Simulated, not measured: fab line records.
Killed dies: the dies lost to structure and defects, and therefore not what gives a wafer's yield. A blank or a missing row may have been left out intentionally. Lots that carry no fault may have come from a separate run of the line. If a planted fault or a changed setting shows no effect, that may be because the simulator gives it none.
Which of the tools did it? ; flow sky130 ; 11 lots with 33 wafers sampled at 4 steps, on a route of 708 steps

## WHAT THE GAUGES READ, wafer by wafer
SKY_SD_N_CD_MEAS_07: the cd target is 380 nm.
lot;measured;on;cd_nm (nm)
L507;day 28 05:47;cd_sem-02;382.1 380.7 381.5
L508;day 28 20:07;cd_sem-02;373.1 375.5 373.3
L509;day 28 21:26;cd_sem-01;377.5 375.2 377.5
L510;day 28 22:45;cd_sem-02;378.6 378.6 379.8
L511;day 29 10:00;cd_sem-01;- - -
L512;day 30 00:34;cd_sem-02;380.7 380.0 380.0
L517;day 31 14:53;cd_sem-01;380.7 378.9 381.6
L526;day 34 04:47;cd_sem-02;375.2 376.5 378.1
L527;day 34 13:32;cd_sem-02;381.9 379.4 380.9
L528;day 35 11:35;cd_sem-01;383.6 380.1 380.5
L530;day 35 12:31;cd_sem-01;386.0 387.1 387.7

## WHICH TOOL RAN EACH LOT (tool, then ch and the chambers of the sampled wafers, then the start)
lot;SKY_POLY_CUT_ETCH_10;SKY_POLY_CUT_ETCH_11;SKY_SD_N_EXPOSE_04
L507;rie_diel-04 ch 0,1,3, day 24 14:55;rie_diel-04 ch 0,1,3, day 24 14:57;iline_stepper-01 ch 0, day 27 15:39
L508;rie_diel-02 ch 2,3, day 25 04:13;rie_diel-02 ch 2,3, day 25 04:15;iline_stepper-02 ch 0, day 28 06:33
L509;rie_diel-02 ch 0,1,2, day 25 07:12;rie_diel-02 ch 0,1,2, day 25 07:14;iline_stepper-02 ch 0, day 28 07:37
L510;rie_diel-04 ch 0,2,3, day 25 07:34;rie_diel-04 ch 0,2,3, day 25 07:37;iline_stepper-01 ch 0, day 28 09:01
L511;rie_diel-02 ch 0,1, day 25 19:11;rie_diel-02 ch 0,1, day 25 19:14;iline_stepper-01 ch 0, day 28 19:50
L512;rie_diel-02 ch 0,1,2, day 26 12:10;rie_diel-02 ch 0,1,2, day 26 12:12;iline_stepper-02 ch 0, day 29 10:47
L517;rie_diel-04 ch 1,2, day 28 03:08;rie_diel-04 ch 1,2, day 28 03:12;iline_stepper-02 ch 0, day 31 01:06
L526;rie_diel-02 ch 1,2,3, day 30 19:14;rie_diel-02 ch 1,2,3, day 30 19:17;iline_stepper-01 ch 0, day 33 15:29
L527;rie_diel-01 ch 1,2, day 31 04:14;rie_diel-01 ch 1,2, day 31 04:17;iline_stepper-02 ch 0, day 34 00:35
L528;rie_diel-02 ch 0,1,2, day 32 02:24;rie_diel-02 ch 0,1,2, day 32 02:26;iline_stepper-01 ch 0, day 34 21:49
L530;rie_diel-02 ch 0,1,2, day 32 02:58;rie_diel-02 ch 0,1,2, day 32 03:00;iline_stepper-01 ch 0, day 34 22:23
- SKY_POLY_CUT_ETCH_10: etches BARC in N2/H2, stops on SiO2, time 45.9 s, target depth 60 nm.
- SKY_POLY_CUT_ETCH_11: etches Si3N4 in CF4/CH2F2/Ar, stops on poly-Si, time 42.5 s, target depth 60 nm.
- SKY_SD_N_EXPOSE_04: exposes mask NSDM, target cd 380 nm.

## THE ANSWER, worked out from the rows above alone
Rule: the lots themselves supply what counts as usual. The widest of any qualifying gaps counts: lots, ordered by their means at a reading, are off when they make up no more than a third of the lots, leave a main group of 4 or more, and stand apart from it by 3 or more times the standard deviation of that group's means. The tables above print the reading to a certain number of digits; a main group whose means all agree to those digits is not used. Also off: a lot with no number at a reading for which 4 or more lots have one. All remaining lots with rows at the step are treated as sound.
Off: L511 (SKY_SD_N_CD_MEAS_07, cd_nm). Without a number there: L511. For the main group the mean is 379.7 nm and the standard deviation 3.3.
If a tool, at a process step before that reading, ran all the lots that are off and no sound lot after the first of them, it fits. Gauges at SKY_SD_N_CD_MEAS_07: tried the same way as those tools. Of those tried, none fits.

## WHAT HAD BEEN PUT IN BY THE SIMULATOR
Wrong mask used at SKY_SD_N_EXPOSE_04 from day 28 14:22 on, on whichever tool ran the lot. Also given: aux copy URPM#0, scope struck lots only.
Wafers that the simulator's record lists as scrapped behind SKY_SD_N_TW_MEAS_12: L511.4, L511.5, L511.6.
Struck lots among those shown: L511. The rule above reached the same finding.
